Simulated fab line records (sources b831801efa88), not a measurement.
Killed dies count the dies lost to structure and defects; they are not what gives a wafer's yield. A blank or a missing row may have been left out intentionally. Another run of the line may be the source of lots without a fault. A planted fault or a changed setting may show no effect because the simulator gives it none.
Chamber matching -- flow sky130 -- SKY_FIELD_ISO_CMP_27 on cmp-02 has 4 sister chambers
The step polishes, stops on Si3N4, t overpolish 16 s, target thk 457.8 nm. 4 wafers are shown with their chamber, then 8 later ones without.

EACH WAFER AND ITS CHAMBER
wafer,chamber,motorCurrentA (A)
L197.3,0,11.5
L199.1,1,11.9
L199.3,3,12.2
L208.2,2,11.5

WAFERS WITH NO CHAMBER GIVEN
wafer,motorCurrentA (A)
L208.5,11.9
L208.6,11.9
L211.2,11.6
L211.4,11.7
L211.6,10.8
L213.1,11.4
L213.4,11.5
L213.5,11.7

WHICH CHAMBER EACH ONE RAN IN
wafer,from the rows above,in truth
L208.5,can't be placed: 1 or 3 or 0 or 2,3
L208.6,can't be placed: 1 or 3 or 0 or 2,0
L211.2,can't be placed: 0 or 2 or 1 or 3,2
L211.4,can't be placed: 0 or 2 or 1 or 3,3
L211.6,can't be placed: 0 or 2 or 1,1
L213.1,can't be placed: 0 or 2 or 1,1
L213.4,can't be placed: 0 or 2 or 1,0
L213.5,can't be placed: 0 or 2 or 1 or 3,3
0 of 8 placed correctly. Not placeable from these rows: 8 (in 8, the candidates include the true chamber). Number placed wrongly: 0.
How it was worked out, from the rows above alone: a wafer's distance from a chamber is the root of the sum, over the readings, of the square of ((its reading less the chamber's mean) divided by the reading's scatter). The wafer belongs to the nearest chamber; if the next one is less than 2 further off, it can't be placed. A chamber's mean is the mean of its shown wafers. The scatter: with one shown wafer a chamber, the root of the mean of the squares of how far each hidden wafer lies from its nearest shown one.
